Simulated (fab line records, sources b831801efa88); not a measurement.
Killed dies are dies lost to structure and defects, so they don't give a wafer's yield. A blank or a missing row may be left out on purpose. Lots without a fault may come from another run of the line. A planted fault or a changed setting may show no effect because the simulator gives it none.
fab line records | flow sky130
record lots=14 wafers=42 last_day=51
route steps=708 shown NWELL@33
lots that met no fault: from a run of the same line without faults
start_h: hours from the record's first day to the start of the lot's first wafer shown | wait_h: hours since the lot's step before | " the same as in the row above | L1.1+2: a row that stands for several wafers | - no value, or no start given | * or withheld: withheld | < > ~ a bound
route shown NAME@n: a module of which the file shows steps, and the number in the route of the first | usual: mean/standard deviation of fault-free wafers | same: alike in all rows | chamber/n: place in a boat | sites: the reading at each site | _std_site: their standard deviation | _edge_site: outer sites' mean less inner sites' | radius_mm: how far each site lies from the wafer's centre | mask NAME#n: copy n | behind: the tool/chamber that last shaped the wafer | hold: why the lot was held/for how many hours/how that ended | device: the transistor (n, p or np) that didn't switch | end of line: the same wafers' tests at the end of the route | a step without rows: its recipe alone | killed: dies lost to structure and defects at the first sort, not the wafer's yield | map: a wafer's dies, x killed, . not, _ none there
set.NAME: the setting as run; set.NAME@STEP: as run at that earlier step | model.NAME: the simulator's own value behind a step, which no gauge read
steps of the route over a sample of lots; a table a step, a row a wafer
services: from which hour (start_h, from the record's first day; less than 0 if before it) a tool's chamber was out of use, for how many hours, and why
## steps
# step SKY_NWELL_OXIDATION_01
# recipe temp_c=900 ambient=O2 stabilise_s=600 purge_s=300 target_thk_a=100 ox_time_s=1418
# usual ox_temp_c=900.0/0.37 ox_temp_c_max=903.8/0.74 spike_tc_upper_C=900.0/1.1 zone_power_centre_pct=20.6/0.36
# columns lot.wafer tool chamber start_h wait_h ox_temp_c ox_temp_c_max spike_tc_upper_C zone_power_centre_pct
L851.2 furnace-02 0 43.35 1.5 900.5 904.0 899.5 20.7
L851.3 " 0 " " 900.1 903.5 898.6 20.8
L851.6 " 0 " " 900.4 903.7 900.4 21.1
L852.1 furnace-02 0 43.35 1.4 900.0 903.6 901.3 20.8
L852.2 " 0 " " 899.7 903.2 900.2 20.8
L852.6 " 0 " " 899.7 902.3 899.9 20.7
L854.2 furnace-02 0 57.30 1.1 900.2 903.5 900.5 20.7
L854.4 " 0 " " 900.5 904.0 899.7 20.9
L854.6 " 0 " " 899.5 902.9 898.9 20.6
L855.4 furnace-02 0 60.10 1.0 900.0 904.2 899.8 21.0
L855.5 " 0 " " 899.5 903.4 898.5 21.3
L855.6 " 0 " " 900.3 904.2 900.9 20.5
L856.2 furnace-01 0 63.91 0.0 899.9 904.2 899.4 20.5
L856.3 " 0 " " 899.8 904.3 899.8 20.2
L856.6 " 0 " " 900.4 903.9 901.3 20.3
L857.1 furnace-01 0 69.34 0.0 900.6 904.1 901.0 20.4
L857.3 " 0 " " 900.6 903.3 902.2 20.2
L857.6 " 0 " " 900.3 903.6 900.2 20.1
L862.1 furnace-02 0 93.49 0.0 900.1 904.0 897.8 20.9
L862.2 " 0 " " 900.4 903.8 898.8 21.0
L862.5 " 0 " " 900.0 904.0 899.4 20.8
L868.2 furnace-02 - 123.72 1.7 - - - -
L868.4 " - " " - - - -
L868.5 " - " " - - - -
L869.3 furnace-01 - 130.41 0.0 - - - -
L869.4 " - " " - - - -
L869.5 " - " " - - - -
L870.4 furnace-01 0 138.93 3.4 899.7 902.3 902.0 20.2
L870.5 " 0 " " 899.5 903.8 900.3 20.3
L870.6 " 0 " " 899.5 903.5 901.4 20.6
L871.1 furnace-01 0 150.15 1.9 900.6 904.2 901.4 20.4
L871.3 " 0 " " 900.4 904.1 899.3 20.0
L871.4 " 0 " " 900.2 903.7 899.9 20.1
L872.1 furnace-01 0 150.15 2.0 900.4 904.7 901.0 20.5
L872.2 " 0 " " 900.2 903.5 899.9 20.3
L872.5 " 0 " " 901.1 904.5 900.1 20.3
L873.1 furnace-02 0 154.86 0.0 900.0 902.9 900.5 20.6
L873.2 " 0 " " 900.5 905.7 900.1 21.2
L873.6 " 0 " " 900.1 903.1 899.7 20.8
L874.2 furnace-01 0 160.76 0.1 900.2 903.7 900.3 20.3
L874.3 " 0 " " 899.8 903.5 901.5 20.2
L874.5 " 0 " " 900.1 904.1 900.2 20.2
## services
# columns tool chamber start_h hours kind
furnace-02 - 46.09 2.9 pm
furnace-02 - 110.06 5.1 pm
furnace-02 - 131.46 14.1 repair
## key
first_sign step=SKY_NWELL_OXIDATION_01 reading=tool_record direction=missing
effect none on later readings
met_at SKY_NWELL_OXIDATION_01
struck_lots L868,L869
later_rows_left_out L868.2,L868.4,L868.5,L869.3,L869.4,L869.5
sort_left_out L868.2,L868.4,L868.5,L869.3,L869.4,L869.5
tester_left_out L868,L869
onset_between 93.49 123.72
fault kind=skipped_step_whole tool=furnace-01,furnace-02 chamber=- onset_h=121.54 steps=SKY_NWELL_OXIDATION_01 scope=struck_lots_only
# tester_left_out: of these lots the tester's yield and bins aren't shown, on N5 and GAA mostly nor the transistor test; their killed dies are dies lost to structure and defects alone, not to doping, threshold or leakage, so they don't give the yield
# sort_left_out: the simulated sort isn't trusted on such a fault, so these wafers' sort isn't shown, and their yield isn't known
# later_rows_left_out: the simulator's readings of these wafers behind a module that went badly wrong aren't trusted and aren't shown, but for the sort
